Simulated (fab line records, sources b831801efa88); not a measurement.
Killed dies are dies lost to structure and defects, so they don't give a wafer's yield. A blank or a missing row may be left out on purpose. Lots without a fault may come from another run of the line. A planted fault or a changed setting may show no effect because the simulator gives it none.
Chamber matching | flow sky130 | SKY_VIA4_CMP_02 on cmp-02: 4 sister chambers
The step polishes SiO2. 22 wafers are shown with their chamber, then 11 later ones without.

WAFERS WITH THEIR CHAMBER
wafer  | chamber | motor_current_A (A) | slurry_filter_dp_kPa (kPa)
L074.1 | 3       | 12.9                | 13.33
L074.2 | 0       | 11.4                | 13.36
L074.6 | 3       | 12.8                | 13.44
L075.1 | 1       | 12.5                | 13.62
L075.2 | 0       | 11.7                | 13.55
L075.6 | 1       | 13.1                | 13.59
L077.3 | 2       | 12.9                | 13.45
L077.5 | 2       | 12.8                | 13.62
L077.6 | 3       | 13.0                | 13.54
L079.1 | 3       | 12.4                | 13.53
L079.4 | 1       | 12.4                | 13.36
L079.6 | 2       | 13.1                | 13.51
L080.1 | 3       | 12.4                | 13.56
L080.2 | 1       | 12.3                | 13.69
L080.5 | 3       | 12.5                | 13.70
L087.1 | 2       | 13.4                | 13.49
L087.4 | 1       | 12.1                | 13.63
L087.6 | 3       | 12.4                | 13.79
L090.2 | 0       | 12.1                | 13.64
L090.4 | 2       | 12.7                | 13.60
L090.5 | 2       | 13.3                | 13.63
L091.2 | 3       | 13.0                | 13.47

SIGNATURES (means of the wafers above)
reading              | chamber 0 | chamber 1 | chamber 2 | chamber 3 | scatter within a chamber
motor_current_A      | 11.733    | 12.480    | 13.033    | 12.675    | 0.311
slurry_filter_dp_kPa | 13.5167   | 13.5780   | 13.5500   | 13.5450   | 0.125
Rule: a wafer's distance from a chamber is the root of the sum, over the readings, of the square of ((its reading less the chamber's mean) divided by the reading's scatter). The wafer belongs to the nearest chamber; if the next one is less than 2 further off, it can't be placed. The scatter: the root of (the sum of the squares of (reading less its chamber's mean) over the shown wafers, divided by (wafers less chambers)).

WAFERS WITHOUT THEIR CHAMBER
wafer  | motor_current_A (A) | slurry_filter_dp_kPa (kPa)
L091.3 | 11.1                | 13.41
L091.5 | 12.0                | 13.58
L095.2 | 12.2                | 13.58
L095.3 | 11.9                | 13.34
L095.4 | 13.6                | 13.42
L096.1 | 12.1                | 13.15
L096.2 | 12.6                | 13.55
L096.3 | 13.3                | 13.47
L097.3 | 12.4                | 13.58
L097.4 | 12.2                | 13.47
L097.5 | 12.5                | 13.59

WHICH CHAMBER EACH WENT THROUGH
wafer  | from the rows above               | in truth
L091.3 | 0                                 | 0
L091.5 | can't be placed: 0 or 1 or 3      | 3
L095.2 | can't be placed: 1 or 3 or 0 or 2 | 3
L095.3 | can't be placed: 0 or 1 or 3      | 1
L095.4 | can't be placed: 2 or 3 or 1      | 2
L096.1 | can't be placed: 0 or 1 or 3 or 2 | 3
L096.2 | can't be placed: 3 or 1 or 2      | 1
L096.3 | can't be placed: 2 or 3 or 1      | 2
L097.3 | can't be placed: 1 or 3 or 2 or 0 | 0
L097.4 | can't be placed: 1 or 0 or 3 or 2 | 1
L097.5 | can't be placed: 1 or 3 or 2      | 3
Placed correctly: 1 of 11. Can't be placed from these rows: 10 (the true chamber is among the candidates in 10). Placed wrongly: 0.
